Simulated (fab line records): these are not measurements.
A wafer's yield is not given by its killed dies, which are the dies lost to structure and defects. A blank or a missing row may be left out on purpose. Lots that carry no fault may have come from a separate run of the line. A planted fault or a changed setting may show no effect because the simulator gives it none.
The tool behind it: which one?    flow gf180mcu    12 lots, 36 wafers sampled, at 3 steps of a route of 602

== WHAT THE GAUGES READ, wafer by wafer ==
GF_V1_OVL_MEAS_15.
lot   measured      on          V1_OVL (nm)
L647  day 18 10:31  overlay-01  7 4 7
L654  day 21 00:03  overlay-01  -2 -5 7
L658  day 22 09:43  overlay-02  -3 -4 -2
L660  day 23 01:58  overlay-02  -10 -13 -7
L661  day 23 08:41  overlay-02  -1 1 -3
L662  day 23 12:03  overlay-02  4 -1 -3
L664  day 24 05:55  overlay-02  -3 5 5
L665  day 24 18:10  overlay-01  0 4 1
L666  day 24 22:31  overlay-02  1 0 7
L667  day 25 08:16  overlay-01  5 6 7
L668  day 25 16:06  overlay-02  0 -4 4
L670  day 26 04:52  overlay-01  4 4 3

GF_M2_CD_MEAS_14: the cd target is 280 nm.
lot   measured      on         cd nm (nm)
L647  day 19 12:31  cd sem-01  280.7 280.1 279.2
L654  day 22 01:07  cd sem-01  280.0 281.5 280.6
L658  day 23 09:33  cd sem-01  282.0 280.6 281.5
L660  day 24 01:43  cd sem-02  280.1 279.8 281.0
L661  day 24 10:37  cd sem-01  279.6 280.9 279.7
L662  day 24 12:14  cd sem-01  281.1 280.2 281.4
L664  day 25 04:58  cd sem-01  278.2 279.2 277.3
L665  day 25 17:13  cd sem-02  280.2 281.8 282.2
L666  day 25 21:43  cd sem-01  279.6 278.9 279.0
L667  day 26 06:37  cd sem-01  281.3 281.5 282.1
L668  day 26 13:46  cd sem-02  278.0 278.1 278.6
L670  day 27 02:39  cd sem-02  280.1 280.3 279.8

== TOOL THAT RAN EACH LOT (tool first, then ch and the chambers of the sampled wafers, then the start) ==
lot   GF_V1_ETCH_16
L647  rie diel-04 ch 0,1,2, day 18 10:32
L654  rie diel-02 ch 0,1,3, day 21 00:05
L658  rie diel-04 ch 0,1,2, day 22 09:46
L660  rie diel-02 ch 1,2,3, day 23 01:59
L661  rie diel-04 ch 0,2,3, day 23 08:44
L662  rie diel-01 ch 1,2,3, day 23 12:05
L664  rie diel-04 ch 0,1, day 24 05:57
L665  rie diel-02 ch 2,3, day 24 18:12
L666  rie diel-04 ch 1,2, day 24 22:34
L667  rie diel-04 ch 0,1, day 25 08:17
L668  rie diel-02 ch 0,2,3, day 25 16:08
L670  rie diel-01 ch 0,1, day 26 04:54
- GF_V1_ETCH_16: etches BARC in N2/H2.

== WHAT THE TOOLS THEMSELVES READ (means of the sampled wafers that have a number; where no wafer has one, the mark that the record gives instead) ==
GF_V1_ETCH_16.
lot   tool         drypump motor current A (A)  oes product au (a.u.)  rf fwd power W (W)  throttle valve pct (%)
L647  rie diel-04  5.7                          0.855                  494.9               13.221
L654  rie diel-02  5.6                          0.860                  495.7               13.227
L658  rie diel-04  5.7                          0.855                  496.3               13.224
L660  rie diel-02  5.6                          0.855                  496.5               13.223
L661  rie diel-04  6.0                          0.854                  494.3               13.228
L662  rie diel-01  5.7                          0.859                  493.1               13.229
L664  rie diel-04  5.5                          0.855                  493.0               13.220
L665  rie diel-02  5.7                          0.852                  494.0               13.220
L666  rie diel-04  5.8                          0.857                  497.1               13.219
L667  rie diel-04  5.6                          0.859                  494.1               13.235
L668  rie diel-02  5.7                          0.858                  497.2               13.224
L670  rie diel-01  5.5                          0.851                  495.0               13.227

== THE ANSWER, worked out from the rows above alone ==
Rule: usual is defined by the lots themselves. The widest of any qualifying gaps counts: lots, ordered by their means at a reading, are off when they make up no more than a third of the lots, leave a main group of 4 or more, and stand apart from it by 3 or more times the standard deviation of that group's means. The tables above print the reading to a certain number of digits; a main group whose means all agree to those digits is not used. A lot without any number at a reading at which 4 lots or more have one is off too. Any other lot the step has rows for is counted as sound. After the gauges, taken in route order, come the tools' own readings; for these a lot's mean is taken, as printed above. The first step at which some lot is off is used, and at that step the reading that is off furthest; a lot without a number counts as furthest.
Nothing can be told from this: no lot is off at any reading shown.

== WHAT WAS PUT IN BY THE SIMULATOR ==
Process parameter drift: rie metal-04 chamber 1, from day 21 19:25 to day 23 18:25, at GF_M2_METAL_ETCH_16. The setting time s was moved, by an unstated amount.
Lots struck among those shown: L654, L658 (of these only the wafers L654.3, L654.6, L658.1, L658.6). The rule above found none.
